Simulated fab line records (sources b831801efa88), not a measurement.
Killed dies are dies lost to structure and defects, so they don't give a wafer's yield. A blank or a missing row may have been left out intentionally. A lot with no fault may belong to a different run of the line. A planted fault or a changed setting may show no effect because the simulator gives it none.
Which tool is to blame?    flow gf180mcu    13 lots with 38 wafers sampled at 6 steps, on a route of 602 steps

## WHAT THE GAUGES SHOWED, per wafer
GF_PSD_CD_MEAS_07: target cd 400 nm. Usual: cd_nm 400.0 nm, standard deviation 2.3.
lot   measured      on         cd_nm (nm)         flag
L563  day 14 03:38  cd_sem-01  403.1 399.4 399.4  
L564  day 14 12:59  cd_sem-02  401.0 399.3 401.1  
L565  day 14 20:26  cd_sem-01  403.0 402.3 400.9  
L566  day 15 05:35  cd_sem-01  397.6 399.1 398.1  
L567  day 15 10:32  cd_sem-01  401.3 400.4 399.4  
L569  day 16 03:40  cd_sem-01  397.5 400.1 398.7  
L570  day 16 10:35  cd_sem-01  396.7 396.1        
L578  day 19 07:56  cd_sem-02  401.3 399.8 399.4  
L580  day 20 11:28  cd_sem-01  400.4 399.7 401.2  
L582  day 20 19:07  cd_sem-01  398.9 398.0 399.2  
L583  day 21 05:31  cd_sem-01  404.0 403.4 403.7  
L584  day 21 20:46  cd_sem-02  398.8 399.6 400.8  
L586  day 22 06:22  cd_sem-02  402.7 403.1 404.4  

GF_PSD_RS_MEAS_14: uses a four-point probe to measure. Usual: for NSD_RS the level is 46.16 ohm/sq and the standard deviation is 0.097.
lot   measured      on             NSD_RS (ohm/sq)                      flag
L563  day 14 04:14  film_metro-04  46.13 46.29 46.24                    
L564  day 14 13:35  film_metro-01  46.24 46.25 46.17                    
L565  day 14 21:07  film_metro-01  46.15 46.33 46.21                    
L566  day 15 06:12  film_metro-01  46.10 46.24 46.14                    
L567  day 15 11:08  film_metro-04  46.00 46.05 46.05                    
L569  day 16 04:16  film_metro-01  46.04 43.48 43.58 46.07 43.50 43.50  OFF
L570  day 16 11:11  film_metro-04  46.17 43.74 46.17 43.79              OFF
L578  day 19 08:32  film_metro-02  46.02 46.14 46.12                    
L580  day 20 12:04  film_metro-04  46.08 46.11 46.26                    
L582  day 20 19:43  film_metro-02  46.19 46.17 46.14                    
L583  day 21 06:07  film_metro-04  46.09 46.19 46.14                    
L584  day 21 21:22  film_metro-01  46.18 46.27 46.24                    
L586  day 22 06:58  film_metro-02  45.94 45.96 46.10                    

GF_PSD_RS_MEAS_15: uses a four-point probe to measure. Usual: for PSD_RS the level is 108.6 ohm/sq and the standard deviation is 0.32.
lot   measured      on             PSD_RS (ohm/sq)                      flag
L563  day 14 04:22  film_metro-04  108.6 108.7 108.9                    
L564  day 14 13:42  film_metro-01  108.6 108.3 108.4                    
L565  day 14 21:14  film_metro-01  108.8 108.8 108.8                    
L566  day 15 06:19  film_metro-01  108.4 108.5 108.7                    
L567  day 15 11:15  film_metro-04  108.1 108.6 108.6                    
L569  day 16 06:14  film_metro-01  108.5 103.5 103.5 108.2 103.2 103.6  OFF
L570  day 16 15:48  film_metro-04  108.5 103.8 108.6 103.8              OFF
L578  day 19 08:40  film_metro-02  108.6 108.9 108.6                    
L580  day 20 12:11  film_metro-04  108.8 109.0 109.0                    
L582  day 20 19:50  film_metro-02  108.8 108.6 108.7                    
L583  day 21 06:14  film_metro-04  108.8 108.9 108.4                    
L584  day 21 21:29  film_metro-01  108.7 108.7 108.8                    
L586  day 22 07:05  film_metro-02  107.6 108.0 108.0                    

GF_CONTACT_THK_MEAS_03. Usual: for CONTACT_CVD_02_THK the level is 863 nm and the standard deviation is 11.
lot   measured      on             CONTACT_CVD_02_THK (nm)  flag
L563  day 15 02:25  film_metro-03  855 859 859              
L564  day 15 12:34  film_metro-04  860 851 867              
L565  day 15 19:10  film_metro-03  849 845 867              
L566  day 16 05:08  film_metro-02  840 862 860              
L567  day 16 10:01  film_metro-04  860 859 872              
L569  day 17 04:44  film_metro-04  857 881 871              
L570  day 17 10:51  film_metro-02  835 864                  
L578  day 20 09:44  film_metro-03  855 864 867              
L580  day 21 13:13  film_metro-03  867 862 864              
L582  day 21 20:56  film_metro-04  855 853 868              
L583  day 22 07:27  film_metro-03  846 855 861              
L584  day 22 21:06  film_metro-02  853 869 863              
L586  day 23 07:16  film_metro-04  856 868 859              

GF_CONTACT_CD_MEAS_14: target cd 220 nm. Usual: cd_nm 220.3 nm, standard deviation 1.3.
lot   measured      on         cd_nm (nm)         flag
L563  day 15 23:44  cd_sem-02  220.8 220.5 221.8  
L564  day 16 10:27  cd_sem-01  222.2 223.5 221.0  
L565  day 16 17:54  cd_sem-02  221.0 222.5 221.2  
L566  day 17 04:08  cd_sem-02  219.3 218.3 220.1  
L567  day 17 09:11  cd_sem-02  220.9 220.0 222.2  
L569  day 18 04:46  cd_sem-02  218.8 219.8 218.8  
L570  day 18 11:13  cd_sem-02  219.3 220.8        
L578  day 21 10:45  cd_sem-02  219.6 220.1 219.1  
L580  day 22 13:13  cd_sem-02  221.2 219.5 220.6  
L582  day 22 19:46  cd_sem-02  220.7 220.5 218.7  
L583  day 23 06:39  cd_sem-02  219.4 221.2 221.8  
L584  day 23 20:16  cd_sem-01  218.8 219.1 218.7  
L586  day 24 06:46  cd_sem-02  219.1 220.6 220.9  

## WHICH TOOL RAN EACH LOT (tool, then ch and the chambers of the sampled wafers, then the start)
lot   GF_PSD_RTA_13
L563  rtp_anneal-02 ch 0, day 14 04:09
L564  rtp_anneal-02 ch 0, day 14 13:29
L565  rtp_anneal-02 ch 0, day 14 20:57
L566  rtp_anneal-01 ch 0, day 15 06:06
L567  rtp_anneal-02 ch 0, day 15 11:03
L569  rtp_anneal-02 ch 0, day 16 04:10
L570  rtp_anneal-02 ch 0, day 16 11:06
L578  rtp_anneal-01 ch 0, day 19 08:27
L580  rtp_anneal-02 ch 0, day 20 11:59
L582  rtp_anneal-02 ch 0, day 20 19:38
L583  rtp_anneal-02 ch 0, day 21 06:01
L584  rtp_anneal-02 ch 0, day 21 21:17
L586  rtp_anneal-02 ch 0, day 22 06:53
- GF_PSD_RTA_13: time 20 s.

## AS READ BY THE TOOLS THEMSELVES (means over the sampled wafers that have a number; for cases with no such wafer, the mark the record gives instead)
GF_PSD_RTA_13. Usual: lamp_power_pct 30.3 %, standard deviation 0.62; run_length_s 48.5 s, standard deviation 0.46; wafer_temp_C_max 1032.7, standard deviation 2.5.
lot   tool           lamp_power_pct (%)  run_length_s (s)  wafer_temp_C_max  flag
L563  rtp_anneal-02  30.0                48.5              1033.7            
L564  rtp_anneal-02  30.0                48.4              1033.8            
L565  rtp_anneal-02  30.0                48.4              1032.9            
L566  rtp_anneal-01  31.5                48.6              1028.9            
L567  rtp_anneal-02  30.0                48.2              1034.4            
L569  rtp_anneal-02  30.0                56.6              1034.6            OFF
L570  rtp_anneal-02  30.0                54.5              1032.2            OFF
L578  rtp_anneal-01  31.5                48.7              1028.0            
L580  rtp_anneal-02  30.0                48.4              1033.6            
L582  rtp_anneal-02  30.0                48.3              1032.3            
L583  rtp_anneal-02  30.0                48.6              1034.4            
L584  rtp_anneal-02  30.0                48.5              1033.6            
L586  rtp_anneal-02  30.0                48.4              1033.9            

## THE ANSWER, worked out from the rows above alone
Rule: a lot is off if the mean of its wafers that have a number lies more than 3 standard deviations from the usual mean. Also off: a lot with no number at a reading for which 4 or more lots have one. All remaining lots with rows at the step are treated as sound. The gauges are gone through in route order, then the tools' own readings, and for those a lot's mean is taken as printed above. The first step at which some lot is off is used, and at that step the reading that is off furthest; a lot without a number counts as furthest.
Off: L569, L570, seen at GF_PSD_RS_MEAS_14 (NSD_RS).
A tool fits if, at a process step before that reading, it ran every lot that is off, and no sound lot after the first of them. The gauges at GF_PSD_RS_MEAS_14 aren't tried: what is off there is off at GF_PSD_RTA_13 too, on other tools, and a gauge's error can't cause that. None of those tried fits.

## WHAT THE SIMULATOR HAD PUT IN
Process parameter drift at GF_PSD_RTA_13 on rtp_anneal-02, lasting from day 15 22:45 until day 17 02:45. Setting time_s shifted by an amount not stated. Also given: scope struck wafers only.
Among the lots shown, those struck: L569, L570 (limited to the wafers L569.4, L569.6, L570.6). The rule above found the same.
